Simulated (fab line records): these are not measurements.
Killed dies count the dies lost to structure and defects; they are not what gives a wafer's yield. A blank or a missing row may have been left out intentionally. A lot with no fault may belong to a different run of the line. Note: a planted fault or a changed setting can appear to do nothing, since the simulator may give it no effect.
Chamber matching | flow sky130 | SKY_CONTACT_HDPCVD_02 on hdpcvd-01: 3 sister chambers
The step deposits SiO2, target thk 565 nm, time 94.2 s. 14 wafers are shown with their chamber, then 7 later ones without.

## WAFERS WITH THEIR CHAMBER
wafer  | chamber | sih4-flow-sccm (sccm)
L977.2 | 2       | 60.07
L977.3 | 1       | 60.43
L977.4 | 1       | 60.26
L981.1 | 0       | 59.86
L981.5 | 1       | 60.30
L981.6 | 2       | 60.07
L992.1 | 1       | 59.93
L992.3 | 0       | 59.90
L992.6 | 2       | 59.95
L993.2 | 1       | 60.19
L993.3 | 2       | 60.29
L993.4 | 2       | 60.16
L994.2 | 2       | 59.77
L994.3 | 0       | 60.02

SIGNATURES, as means of the wafers listed above
reading        | chamber 0 | chamber 1 | chamber 2 | scatter within a chamber
sih4-flow-sccm | 59.9267   | 60.2220   | 60.0517   | 0.168
Rule: a wafer's distance from a chamber is the root of the sum, over the readings, of the square of ((its reading less the chamber's mean) divided by the reading's scatter). If the next closest chamber is less than 2 further off than the closest, the wafer can't be placed; otherwise it belongs to the closest. The scatter: take each reading less its chamber's mean, square it, sum over the shown wafers, divide by the number of wafers less the number of chambers, and take the root.

## WAFERS MISSING THEIR CHAMBER
wafer  | sih4-flow-sccm (sccm)
L994.5 | 60.09
L997.2 | 59.81
L997.3 | 59.88
L997.6 | 60.08
L999.1 | 59.93
L999.4 | 60.16
L999.6 | 60.18

## EACH ONE'S CHAMBER
wafer  | from the rows above          | in truth
L994.5 | can't be placed: 2 or 1 or 0 | 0
L997.2 | can't be placed: 0 or 2 or 1 | 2
L997.3 | can't be placed: 0 or 2 or 1 | 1
L997.6 | can't be placed: 2 or 1 or 0 | 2
L999.1 | can't be placed: 0 or 2 or 1 | 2
L999.4 | can't be placed: 1 or 2 or 0 | 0
L999.6 | can't be placed: 1 or 2 or 0 | 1
0 of 7 placed correctly. Can't be placed from these rows: 7 (the true chamber is among the candidates in 7). Wrongly placed: 0.
